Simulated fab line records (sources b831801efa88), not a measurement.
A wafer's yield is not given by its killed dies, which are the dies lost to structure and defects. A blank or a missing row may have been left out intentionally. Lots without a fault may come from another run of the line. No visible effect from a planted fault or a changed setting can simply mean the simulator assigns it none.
The same fault as seen by 2 desks ; flow gf180mcu ; every desk sees just its own numbers, and what lay behind them comes last

TOOL OWNER'S DESK, litho-track-03
Per lot that ran on this tool, the mean of the sampled wafers carrying a number, from the tool's own readings at GF_M2_SOFTBAKE_10 (time 60 s). A lot is out of limits, marked OUT, if its mean lies more than 4 standard deviations from the usual mean; the brackets give that distance.
Columns: A = chill-plate-temp-C at GF_M2_SOFTBAKE_10, usual 23.01 C; B = plate-temp-C at GF_M2_SOFTBAKE_10, usual 130.02 C; C = run-length-s at GF_M2_SOFTBAKE_10, usual 89.27 s
lot;first seen here;A;B;C
L737;day 20 07:14;23.07;130.04;89.34
L740;day 21 07:34;23.12;130.11;89.46
L744;day 23 00:11;23.02;129.99;96.87 (+63) OUT
L749;day 24 12:37;23.06;130.06;96.77 (+63) OUT
L757;day 26 22:17;22.90;129.96;89.24
This desk's verdict: out of limits on L744, L749, starting with L744 at day 23 00:11 (run-length-s at GF_M2_SOFTBAKE_10). L737, L740, L757 stayed within limits.

METROLOGY DESK
Lot by lot, what the gauges showed, no matter which tool ran the lot: averages of those sampled wafers that carry a number. A lot is out of limits, marked OUT, if its mean lies more than 4 standard deviations from the usual mean; the brackets give that distance.
Columns: A = cd-nm at GF_M2_CD_MEAS_14, usual 280.4 nm; B = V2_CVD_00_THK at GF_V2_THK_MEAS_01, usual 599 nm
lot;first seen here;A;B
L734;day 19 08:50;279.5;604
L737;day 20 18:18;279.3;600
L738;day 21 01:02;279.2;595
L740;day 21 19:22;280.6;595
L741;day 22 17:40;281.4;598
L742;day 22 23:26;280.9;597
L744;day 23 11:35;279.5;600
L749;day 25 00:16;278.0;600
L753;day 26 06:11;281.1;597
L754;day 26 13:35;279.6;603
L755;day 27 00:29;280.0;595
L756;day 27 02:47;279.5;600
L757;day 27 08:26;280.7;597
This desk found nothing out of limits on any of the 13 lots.

BROUGHT TOGETHER
On L744, L749, at day 23 00:11, an alarm was possible from the tool owner's desk.
At the metrology desk, nothing out of limits was observed.
The metrology desk holds a record of L744, L749, inside its limits.
The lots listed all ran GF_M2_SOFTBAKE_10 on litho-track-03.

WHAT WAS PUT IN BY THE SIMULATOR
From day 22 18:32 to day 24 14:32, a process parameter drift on litho-track-03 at GF_M2_SOFTBAKE_10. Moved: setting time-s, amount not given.
Lots struck among those shown: L744, L749.
Hours from the fault's start to each desk's first reading out of limits: the tool owner's desk, 6.
